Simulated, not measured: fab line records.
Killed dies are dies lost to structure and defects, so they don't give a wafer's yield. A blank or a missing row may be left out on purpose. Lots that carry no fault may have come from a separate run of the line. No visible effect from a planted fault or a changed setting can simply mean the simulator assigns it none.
What tool caused it? :: flow sky130 :: Sampling: 13 lots, 39 wafers, 5 of 708 route steps

WHAT THE GAUGES READ, wafer by wafer
SKY_VT_ADJUST_HVTP_TW_MEAS_11. Usual: VT_ADJUST_HVTP_TW 1358, standard deviation 8.
lot: L209
measured: day 5 20:13
on: filmMetro-03
VT_ADJUST_HVTP_TW: 1356 1350 1357
flag: 

lot: L210
measured: day 6 10:00
on: filmMetro-03
VT_ADJUST_HVTP_TW: 1358 1359 1358
flag: 

lot: L211
measured: day 6 14:49
on: filmMetro-02
VT_ADJUST_HVTP_TW: 1376 1378 1362
flag: 

lot: L212
measured: day 6 20:21
on: filmMetro-04
VT_ADJUST_HVTP_TW: 1352 1352 1348
flag: 

lot: L213
measured: day 7 03:12
on: filmMetro-02
VT_ADJUST_HVTP_TW: 1369 1368 1367
flag: 

lot: L214
measured: day 7 21:55
on: filmMetro-02
VT_ADJUST_HVTP_TW: 1366 1359 1366
flag: 

lot: L221
measured: day 9 05:29
on: filmMetro-04
VT_ADJUST_HVTP_TW: 1351 1355 1356
flag: 

lot: L223
measured: day 9 16:26
on: filmMetro-02
VT_ADJUST_HVTP_TW: 1360 1362 1357
flag: 

lot: L224
measured: day 10 01:00
on: filmMetro-03
VT_ADJUST_HVTP_TW: 1348 1350 1353
flag: 

lot: L227
measured: day 10 14:17
on: filmMetro-02
VT_ADJUST_HVTP_TW: 1366 1366 1370
flag: 

lot: L229
measured: day 11 18:58
on: filmMetro-02
VT_ADJUST_HVTP_TW: 1366 1365 1366
flag: 

lot: L232
measured: day 12 09:23
on: filmMetro-03
VT_ADJUST_HVTP_TW: 1348 1339 1344
flag: 

lot: L231
measured: day 12 10:11
on: filmMetro-02
VT_ADJUST_HVTP_TW: 1349 1363 1354
flag: 

SKY_VT_ADJUST_NCORE_CD_MEAS_07 targets a cd of 380 nm. Usual: 379.5 nm for cdNm, sd 2.3.
lot: L209
measured: day 8 04:17
on: cdSem-02
cdNm (nm): 378.7 378.6 378.3
flag: 

lot: L210
measured: day 8 19:53
on: cdSem-01
cdNm (nm): 379.9 380.5 380.8
flag: 

lot: L211
measured: day 9 02:48
on: cdSem-01
cdNm (nm): 380.3 381.1 382.8
flag: 

lot: L212
measured: day 9 07:37
on: cdSem-02
cdNm (nm): 379.0 380.3 376.9
flag: 

lot: L213
measured: day 9 14:52
on: cdSem-01
cdNm (nm): 381.2 381.8 383.1
flag: 

lot: L214
measured: day 10 12:29
on: cdSem-02
cdNm (nm): 379.8 381.0 377.1
flag: 

lot: L221
measured: day 12 02:38
on: cdSem-01
cdNm (nm): 381.2 381.6 380.4
flag: 

lot: L223
measured: day 12 15:20
on: cdSem-01
cdNm (nm): 377.4 377.5 376.3
flag: 

lot: L224
measured: day 12 23:34
on: cdSem-02
cdNm (nm): 377.1 377.6 375.0
flag: 

lot: L227
measured: day 13 16:26
on: cdSem-02
cdNm (nm): 379.9 380.1 378.2
flag: 

lot: L229
measured: day 14 23:32
on: cdSem-01
cdNm (nm): 378.6 380.4 380.3
flag: 

lot: L232
measured: day 15 14:27
on: cdSem-02
cdNm (nm): 380.9 380.7 381.1
flag: 

lot: L231
measured: day 15 16:20
on: cdSem-01
cdNm (nm): 384.0 383.7 383.5
flag: 

SKY_LDD_P_CD_MEAS_07 targets a cd of 380 nm. Usual: 379.8 nm for cdNm, sd 2.2.
lot: L209
measured: day 18 05:34
on: cdSem-02
cdNm (nm): 380.8 380.5 381.3
flag: 

lot: L210
measured: day 19 07:56
on: cdSem-02
cdNm (nm): 380.6 381.1 381.1
flag: 

lot: L211
measured: day 19 09:43
on: cdSem-02
cdNm (nm): 383.0 381.3 381.4
flag: 

lot: L212
measured: day 19 19:29
on: cdSem-02
cdNm (nm): 379.1 378.7 376.1
flag: 

lot: L213
measured: day 21 10:45
on: cdSem-02
cdNm (nm): 377.9 377.9 374.8
flag: 

lot: L214
measured: day 21 16:04
on: cdSem-01
cdNm (nm): 378.2 380.2 381.1
flag: 

lot: L221
measured: day 23 06:38
on: cdSem-02
cdNm (nm): 375.2 377.2 378.0
flag: 

lot: L223
measured: day 23 22:36
on: cdSem-02
cdNm (nm): 272.6 275.0 273.1
flag: OFF

lot: L224
measured: day 25 15:29
on: cdSem-02
cdNm (nm): 276.1 274.1 275.8
flag: OFF

lot: L227
measured: day 25 18:08
on: cdSem-01
cdNm (nm): 377.2 379.8 379.7
flag: 

lot: L229
measured: day 26 16:37
on: cdSem-01
cdNm (nm): 380.6 380.2 379.4
flag: 

lot: L232
measured: day 27 08:54
on: cdSem-02
cdNm (nm): 380.9 378.9 379.7
flag: 

lot: L231
measured: day 27 13:26
on: cdSem-02
cdNm (nm): 379.0 377.2 378.2
flag: 

WHICH TOOL RAN EACH LOT (tool, then ch and the chambers of the sampled wafers, then the start)
lot: L209
SKY_SONOS_ONO_ETCH_15: rieDiel-03 ch 0,1,3, day 12 03:05
SKY_LDD_P_DEVELOP_06: lithoTrack-04 ch 0, day 18 05:25

lot: L210
SKY_SONOS_ONO_ETCH_15: rieDiel-03 ch 0,1,2, day 13 02:44
SKY_LDD_P_DEVELOP_06: lithoTrack-04 ch 0, day 19 07:47

lot: L211
SKY_SONOS_ONO_ETCH_15: rieDiel-03 ch 2,3, day 13 04:53
SKY_LDD_P_DEVELOP_06: lithoTrack-01 ch 0, day 19 09:34

lot: L212
SKY_SONOS_ONO_ETCH_15: rieDiel-03 ch 0,1,3, day 13 12:17
SKY_LDD_P_DEVELOP_06: lithoTrack-04 ch 0, day 19 19:20

lot: L213
SKY_SONOS_ONO_ETCH_15: rieDiel-03 ch 0,3, day 13 19:59
SKY_LDD_P_DEVELOP_06: lithoTrack-03 ch 0, day 21 10:37

lot: L214
SKY_SONOS_ONO_ETCH_15: rieDiel-03 ch 0,3, day 14 22:29
SKY_LDD_P_DEVELOP_06: lithoTrack-04 ch 0, day 21 15:55

lot: L221
SKY_SONOS_ONO_ETCH_15: rieDiel-03 ch 0,3, day 16 16:02
SKY_LDD_P_DEVELOP_06: lithoTrack-03 ch 0, day 23 06:29

lot: L223
SKY_SONOS_ONO_ETCH_15: rieDiel-03 ch 0,2,3, day 17 07:23
SKY_LDD_P_DEVELOP_06: lithoTrack-01 ch 0, day 23 22:25

lot: L224
SKY_SONOS_ONO_ETCH_15: rieDiel-01 ch 0,1, day 18 20:26
SKY_LDD_P_DEVELOP_06: lithoTrack-01 ch 0, day 25 15:21

lot: L227
SKY_SONOS_ONO_ETCH_15: rieDiel-03 ch 0,1,2, day 18 21:56
SKY_LDD_P_DEVELOP_06: lithoTrack-03 ch 0, day 25 17:59

lot: L229
SKY_SONOS_ONO_ETCH_15: rieDiel-03 ch 0,1,3, day 20 02:20
SKY_LDD_P_DEVELOP_06: lithoTrack-04 ch 0, day 26 16:28

lot: L232
SKY_SONOS_ONO_ETCH_15: rieDiel-03 ch 1,2, day 20 19:17
SKY_LDD_P_DEVELOP_06: lithoTrack-03 ch 0, day 27 08:46

lot: L231
SKY_SONOS_ONO_ETCH_15: rieDiel-01 ch 1,2,3, day 20 20:50
SKY_LDD_P_DEVELOP_06: lithoTrack-03 ch 0, day 27 13:17
- SKY_SONOS_ONO_ETCH_15: etches the open film in CHF3/O2, target depth 19.52 nm, time 7.8 s.
- SKY_LDD_P_DEVELOP_06: develop time 60 s.

WHAT THE TOOLS THEMSELVES READ (means of the sampled wafers that have a number; where no wafer has one, the mark that the record gives instead)
SKY_SONOS_ONO_ETCH_15. Usual: drypumpMotorCurrentA 5.9 A, standard deviation 0.48; oesProductAu 1.001 a.u., standard deviation 0.0073; throttleValvePct 8.824 %, standard deviation 0.0093.
lot: L209
tool: rieDiel-03
drypumpMotorCurrentA (A): 5.7
oesProductAu (a.u.): 0.998
throttleValvePct (%): 8.834
flag: 

lot: L210
tool: rieDiel-03
drypumpMotorCurrentA (A): 6.1
oesProductAu (a.u.): 0.996
throttleValvePct (%): 8.827
flag: 

lot: L211
tool: rieDiel-03
drypumpMotorCurrentA (A): 5.8
oesProductAu (a.u.): 0.997
throttleValvePct (%): 8.826
flag: 

lot: L212
tool: rieDiel-03
drypumpMotorCurrentA (A): 5.7
oesProductAu (a.u.): 0.991
throttleValvePct (%): 8.823
flag: 

lot: L213
tool: rieDiel-03
drypumpMotorCurrentA (A): 5.5
oesProductAu (a.u.): 0.996
throttleValvePct (%): 8.824
flag: 

lot: L214
tool: rieDiel-03
drypumpMotorCurrentA (A): 5.5
oesProductAu (a.u.): 1.006
throttleValvePct (%): 8.819
flag: 

lot: L221
tool: rieDiel-03
drypumpMotorCurrentA (A): 5.5
oesProductAu (a.u.): 1.003
throttleValvePct (%): 8.826
flag: 

lot: L223
tool: rieDiel-03
drypumpMotorCurrentA (A): 5.9
oesProductAu (a.u.): 1.004
throttleValvePct (%): 8.832
flag: 

lot: L224
tool: rieDiel-01
drypumpMotorCurrentA (A): 5.6
oesProductAu (a.u.): 0.998
throttleValvePct (%): 8.820
flag: 

lot: L227
tool: rieDiel-03
drypumpMotorCurrentA (A): 6.1
oesProductAu (a.u.): 1.008
throttleValvePct (%): 8.829
flag: 

lot: L229
tool: rieDiel-03
drypumpMotorCurrentA (A): 5.7
oesProductAu (a.u.): 1.007
throttleValvePct (%): 8.823
flag: 

lot: L232
tool: rieDiel-03
drypumpMotorCurrentA (A): 6.4
oesProductAu (a.u.): 1.001
throttleValvePct (%): 8.829
flag: 

lot: L231
tool: rieDiel-01
drypumpMotorCurrentA (A): 5.7
oesProductAu (a.u.): 1.002
throttleValvePct (%): 8.825
flag: 

THE ANSWER, worked out from the rows above alone
Rule: lot off if the mean of its wafers having a number is beyond 3 standard deviations from the usual mean. Also off: a lot with no number at a reading for which 4 or more lots have one. The other lots that the step has rows for count as sound. First the gauges in route order, then the tools' own readings, where a lot's mean is used as printed above. The first step at which some lot is off is used, and at that step the reading that is off furthest; a lot without a number counts as furthest.
Off, at SKY_LDD_P_CD_MEAS_07 on cdNm: L223, L224.
If a tool, at a process step before that reading, ran all the lots that are off and no sound lot after the first of them, it fits. Those tools and the gauges at SKY_LDD_P_CD_MEAS_07 are tried in the same way. One fits: lithoTrack-01 at SKY_LDD_P_DEVELOP_06. Its last sound lot is L211 (day 19 09:34), its first lot that is off L223 (day 23 22:25): a fault that began between those two fits.

WHAT THE SIMULATOR PUT IN
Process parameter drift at SKY_LDD_P_DEVELOP_06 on lithoTrack-01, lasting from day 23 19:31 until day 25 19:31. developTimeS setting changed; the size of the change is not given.
Lots struck among those shown: L223, L224. The rule given above showed the same thing.
